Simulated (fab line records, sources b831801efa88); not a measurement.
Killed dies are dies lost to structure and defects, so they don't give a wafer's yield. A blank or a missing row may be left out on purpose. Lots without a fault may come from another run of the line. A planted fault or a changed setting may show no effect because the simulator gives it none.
Problem report in the 8D (eight disciplines) form, filled by code | flow sky130 | the parts of the form that need people (team, actions taken, sign-off) are left out

1. THE PROBLEM
heater_power_total_W at SKY_SONOS_ONO_SOFTBAKE_09 reads a mean of 58.11 W on 6 wafers of 2 lots; wafers without a fault read 56.60 W with a standard deviation of 0.041. That is +37 standard deviations from the usual mean.
The step: time 60 s.
First seen on wafer L376.2, day 13 13:28, on litho_track-02. The record holds 42 wafers of 14 lots with a number at this step. Rule for "out", or "out of limits": more than 4 standard deviations from the usual mean. The other wafers with a number count as sound.

2. WHAT IT IS AND WHAT IT IS NOT
question                    | is                                 | is not
which readings at this step | heater_power_total_W, run_length_s | resist_line_temp_C
which lots                  | L376, L379                         | L371, L372, L375, L378, L384, L385, L386, L389, L390, L391, L392, L394
which wafers of those lots  | all that have a number             | -
read on which tools         | litho_track-02                     | litho_track-01, litho_track-03
when                        | from day 13 13:28                  | up to then (9 sound wafers); but 27 sound wafers of L378, L384, L385, L386, L389, L390, L391, L392, L394 came after

3. SUSPECTS, AND WHAT RULES EACH OUT
Counting: a tool at a process step up to the reading stays a suspect if it ran every lot that is out and no sound lot after the first of them.
- litho_track-02 at SKY_SONOS_ONO_SOFTBAKE_09 (time 60 s): ruled out as a lasting fault. Sound lots L390, L392 ran on it after its first lot that is out, L376 (day 13 13:28).
Left after counting: nothing in the record.

4. THE CAUSE (what the simulator had put in)
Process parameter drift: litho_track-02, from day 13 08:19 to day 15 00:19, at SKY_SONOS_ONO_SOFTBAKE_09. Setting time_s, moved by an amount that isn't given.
Counting ruled it out, wrongly.

5. THE CHAIN OF EFFECTS, in route order
Each row: a reading whose mean over the struck wafers that have a number lies more than 3 standard deviations from the usual. Only readings for which the record gives a usual standard deviation are gone through. hours: the time from each lot's start at the first step in this table that gives one to its start at this step, as a median over the lots. sigmas: the change in usual standard deviations.
hours | step                      | reading              | usual   | on struck wafers | change | sigmas
0     | SKY_SONOS_ONO_SOFTBAKE_09 | heater_power_total_W | 56.60 W | 58.11            | +1.51  | +37
0     | SKY_SONOS_ONO_SOFTBAKE_09 | run_length_s         | 89.30 s | 84.79            | -4.51  | -27
The process steps in it:
- SKY_SONOS_ONO_SOFTBAKE_09: time 60 s.

6. WHAT WOULD HAVE CAUGHT IT SOONER
In this record the first reading out of limits was taken at day 13 13:28, 5 hours after the fault began at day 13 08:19.
